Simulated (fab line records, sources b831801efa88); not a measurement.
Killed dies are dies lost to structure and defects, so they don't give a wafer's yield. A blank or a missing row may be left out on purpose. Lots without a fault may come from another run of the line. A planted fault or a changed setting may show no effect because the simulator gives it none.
Tool commonality check | flow sky130 | 9 lots, 27 wafers sampled

WHY IT WAS OPENED
At SKY_SONOS_TUNNEL_TW_MEAS_12 the reading SONOS_TUNNEL_TW is flagged on 4 of 9 lots. Wafers without a fault read 197.2, standard deviation 1.7.
Rule: a lot is flagged when every wafer of it that has a number lies more than 4 standard deviations from that mean, or none has a number. The other lots count as sound.

lot  | measured     | on            | SONOS_TUNNEL_TW, wafer by wafer | flag
L101 | day 11 13:24 | film_metro-02 | 195.6 198.6 197.7               |
L102 | day 11 19:08 | film_metro-02 | 197.4 197.0 198.0               |
L103 | day 12 02:44 | film_metro-01 | 196.9 196.4 195.9               |
L104 | day 12 10:30 | film_metro-02 | 196.4 197.7 195.5               |
L105 | day 12 15:46 | film_metro-02 | 195.4 196.2 195.3               |
L108 | day 13 21:33 | film_metro-04 | 296.1 298.1 299.0               | FLAGGED
L109 | day 14 01:30 | film_metro-01 | 292.8 292.7 293.5               | FLAGGED
L110 | day 14 08:49 | film_metro-04 | 296.3 294.9 297.9               | FLAGGED
L111 | day 14 17:39 | film_metro-01 | 291.1 295.1 292.9               | FLAGGED
The numbers of the flagged lots are 295.0 on average: +97.8 against the usual, or +58 standard deviations.

WHICH TOOL RAN EACH LOT
The record holds 1 process step before the reading, out of a route of 708 steps. In each cell: the tool, then ch and the chambers that the sampled wafers went through, then the start.
lot  | flag    | SKY_SONOS_TUNNEL_IMPLANT_09
L101 |         | implanter-04 ch 0, day 11 12:58
L102 |         | implanter-04 ch 0, day 11 18:30
L103 |         | implanter-04 ch 0, day 12 02:21
L104 |         | implanter-02 ch 0, day 12 10:07
L105 |         | implanter-02 ch 0, day 12 15:21
L108 | FLAGGED | implanter-04 ch 0, day 13 21:08
L109 | FLAGGED | implanter-02 ch 0, day 14 01:06
L110 | FLAGGED | implanter-04 ch 0, day 14 08:23
L111 | FLAGGED | implanter-04 ch 0, day 14 17:13
What these steps do:
- SKY_SONOS_TUNNEL_IMPLANT_09
- SKY_SONOS_TUNNEL_TW_MEAS_12

FLAGGED OVER TOTAL, TOOL BY TOOL (the gauges that took the reading come last)
step                        | tool          | lots run | flagged | share of the flagged lots | sound lots run after its first flagged lot
SKY_SONOS_TUNNEL_IMPLANT_09 | implanter-02  | 3        | 1       | some                      | 0
SKY_SONOS_TUNNEL_IMPLANT_09 | implanter-04  | 6        | 3       | some                      | 0
SKY_SONOS_TUNNEL_TW_MEAS_12 | film_metro-01 | 3        | 2       | some                      | 0
SKY_SONOS_TUNNEL_TW_MEAS_12 | film_metro-02 | 4        | 0       | none                      | -
SKY_SONOS_TUNNEL_TW_MEAS_12 | film_metro-04 | 2        | 2       | some                      | 0

WHAT THE TABLE ALLOWS
No row of the table ran every flagged lot.

WHAT THE SIMULATOR HAD PUT IN
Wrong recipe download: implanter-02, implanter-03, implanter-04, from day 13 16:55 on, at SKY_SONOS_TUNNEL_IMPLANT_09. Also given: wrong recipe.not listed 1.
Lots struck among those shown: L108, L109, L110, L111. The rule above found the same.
